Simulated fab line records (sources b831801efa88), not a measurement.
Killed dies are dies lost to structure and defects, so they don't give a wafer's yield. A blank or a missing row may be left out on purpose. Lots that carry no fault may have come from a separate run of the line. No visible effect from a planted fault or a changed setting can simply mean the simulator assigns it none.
The tool behind it: which one?    flow gf180mcu    42 wafers from 14 lots sampled at 5 of the route's 602 steps

== WHAT THE GAUGES SHOWED, per wafer ==
GF_VT_IMPLANT_TW_MEAS_32. Usual: for VT_IMPLANT_3_TW the level is 268.5 and the standard deviation is 1.5.
lot   measured      on             VT_IMPLANT_3_TW    flag
L496  day 6 21:08   film metro-01  267.6 265.6 266.9  
L497  day 7 02:48   film metro-03  269.5 268.2 268.9  
L499  day 7 17:24   film metro-01  267.0 266.6 267.8  
L500  day 7 23:05   film metro-01  267.8 267.1 268.8  
L501  day 8 03:04   film metro-03  311.0 311.7 311.0  OFF
L502  day 8 12:13   film metro-02  313.0 310.3 312.6  OFF
L504  day 8 22:11   film metro-02  311.8 313.6 310.4  OFF
L506  day 9 13:11   film metro-03  269.7 268.3 269.9  
L512  day 11 05:00  film metro-01  267.7 268.8 267.0  
L513  day 11 12:11  film metro-03  268.2 267.6 269.5  
L514  day 11 16:47  film metro-01  267.6 267.5 267.6  
L515  day 12 00:42  film metro-01  265.5 267.6 267.8  
L516  day 12 09:21  film metro-03  268.7 270.8 268.9  
L517  day 12 15:59  film metro-01  267.0 266.3 266.5  

GF_M3_THK_MEAS_06: measures by xrf. Usual: for M3_ALCU_THK the level is 447 nm and the standard deviation is 5.7.
lot   measured      on             M3_ALCU_THK (nm)  flag
L496  day 20 05:52  film metro-03  454 457 448       
L497  day 20 13:33  film metro-02  441 445 443       
L499  day 21 11:19  film metro-01  444 445 444       
L500  day 21 17:24  film metro-02  451 450 454       
L501  day 22 00:10  film metro-03  448 450 451       
L502  day 22 14:38  film metro-01  445 438 446       
L504  day 23 03:24  film metro-03  450 443 446       
L506  day 23 21:49  film metro-02  438 440 439       
L512  day 26 01:56  film metro-02  444 440 441       
L513  day 26 06:52  film metro-03  456 446 452       
L514  day 26 15:59  film metro-03  452 454 453       
L515  day 26 23:38  film metro-03  446 443 446       
L516  day 27 10:01  film metro-03  455 446 449       
L517  day 27 14:58  film metro-03  444 442 446       

GF_M4_THK_MEAS_06: measures by xrf. Usual: for M4_ALCU_THK the level is 446 nm and the standard deviation is 5.
lot   measured      on             M4_ALCU_THK (nm)  flag
L496  day 22 08:27  film metro-02  447 446 445       
L497  day 22 16:25  film metro-04  455 447 452       
L499  day 23 13:13  film metro-02  442 444 441       
L500  day 23 18:57  film metro-04  443 445 442       
L501  day 24 01:55  film metro-01  451 449 448       
L502  day 24 15:17  film metro-04  445 443 442       
L504  day 25 04:04  film metro-01  452 454 454       
L506  day 25 21:27  film metro-04  457 459 453       
L512  day 27 21:14  film metro-04  450 445 445       
L513  day 28 02:02  film metro-02  445 447 445       
L514  day 28 11:30  film metro-04  448 453 449       
L515  day 28 17:31  film metro-04  452 449 444       
L516  day 29 03:37  film metro-01  439 440 437       
L517  day 29 08:36  film metro-01  443 447 446       

== WHICH TOOL RAN EACH LOT (tool, then ch and the chambers of the sampled wafers, then the start) ==
lot   GF_VT_IMPLANT_IMPLANT_30         GF_M3_SPUTTER_02
L496  implanter-03 ch 0, day 6 20:53   pvd sputter-02, day 20 05:39
L497  implanter-02 ch 0, day 7 02:34   pvd sputter-01, day 20 13:20
L499  implanter-01 ch 0, day 7 17:10   pvd sputter-01, day 21 11:05
L500  implanter-01 ch 0, day 7 22:50   pvd sputter-02, day 21 17:11
L501  implanter-01 ch 0, day 8 02:50   pvd sputter-03, day 21 23:56
L502  implanter-01 ch 0, day 8 12:01   pvd sputter-02, day 22 14:23
L504  implanter-01 ch 0, day 8 21:56   pvd sputter-01, day 23 03:11
L506  implanter-02 ch 0, day 9 12:56   pvd sputter-03, day 23 21:31
L512  implanter-03 ch 0, day 11 04:46  pvd sputter-02, day 26 01:43
L513  implanter-01 ch 0, day 11 11:56  pvd sputter-02, day 26 06:39
L514  implanter-01 ch 0, day 11 16:32  pvd sputter-03, day 26 15:41
L515  implanter-02 ch 0, day 12 00:28  pvd sputter-02, day 26 23:25
L516  implanter-03 ch 0, day 12 09:07  pvd sputter-01, day 27 09:47
L517  implanter-03 ch 0, day 12 15:44  pvd sputter-03, day 27 14:40
- GF_VT_IMPLANT_IMPLANT_30
- GF_M3_SPUTTER_02: material AlCu, target thk 450 nm, time 23.9 s.

== AS READ BY THE TOOLS THEMSELVES (means over the sampled wafers that have a number; for cases with no such wafer, the mark the record gives instead) ==
GF_VT_IMPLANT_IMPLANT_30. Usual: dose ions cm2 2.5338e+12, standard deviation 2.8e+09; faraday current uA 14.29, standard deviation 0.28.
lot   tool          dose ions cm2  faraday current uA  flag
L496  implanter-03  2.5357e+12     14.14               
L497  implanter-02  2.5337e+12     14.12               
L499  implanter-01  2.5342e+12     14.14               
L500  implanter-01  2.5324e+12     14.38               
L501  implanter-01  4.0855e+12     23.22               OFF
L502  implanter-01  4.0877e+12     22.62               OFF
L504  implanter-01  4.0819e+12     22.88               OFF
L506  implanter-02  2.5359e+12     13.86               
L512  implanter-03  2.5325e+12     14.23               
L513  implanter-01  2.5372e+12     14.11               
L514  implanter-01  2.5337e+12     14.45               
L515  implanter-02  2.5313e+12     14.40               
L516  implanter-03  2.5341e+12     14.40               
L517  implanter-03  2.5306e+12     14.24               

GF_M3_SPUTTER_02. Usual: throttle valve pct at 30.1 %, with a standard deviation of 1.1.
lot   tool            throttle valve pct (%)  flag
L496  pvd sputter-02  29.8                    
L497  pvd sputter-01  29.8                    
L499  pvd sputter-01  30.8                    
L500  pvd sputter-02  28.9                    
L501  pvd sputter-03  30.7                    
L502  pvd sputter-02  29.7                    
L504  pvd sputter-01  30.1                    
L506  pvd sputter-03  29.7                    
L512  pvd sputter-02  29.5                    
L513  pvd sputter-02  29.7                    
L514  pvd sputter-03  29.7                    
L515  pvd sputter-02  29.1                    
L516  pvd sputter-01  29.9                    
L517  pvd sputter-03  29.0                    

== THE ANSWER, worked out from the rows above alone ==
Rule: lot off if the mean of its wafers having a number is beyond 3 standard deviations from the usual mean. Also off: a lot with no number at a reading for which 4 or more lots have one. Where the step has rows for the other lots, those lots are counted as sound. Order of review: gauges by route order, followed by the tools' own readings, for which a lot's mean as printed above is used. At the first step where some lot is off, the reading lying furthest off is the one used; lots without a number count as furthest.
Off: at GF_VT_IMPLANT_TW_MEAS_32 (VT_IMPLANT_3_TW), L501, L502, L504.
If a tool, at a process step before that reading, ran all the lots that are off and no sound lot after the first of them, it fits. Not tried: the gauges at GF_VT_IMPLANT_TW_MEAS_32; whatever is off there is also off at GF_VT_IMPLANT_IMPLANT_30, on other tools, and gauge error can't account for it. Not one of the candidates tried fits.

== WHAT THE SIMULATOR HAD PUT IN ==
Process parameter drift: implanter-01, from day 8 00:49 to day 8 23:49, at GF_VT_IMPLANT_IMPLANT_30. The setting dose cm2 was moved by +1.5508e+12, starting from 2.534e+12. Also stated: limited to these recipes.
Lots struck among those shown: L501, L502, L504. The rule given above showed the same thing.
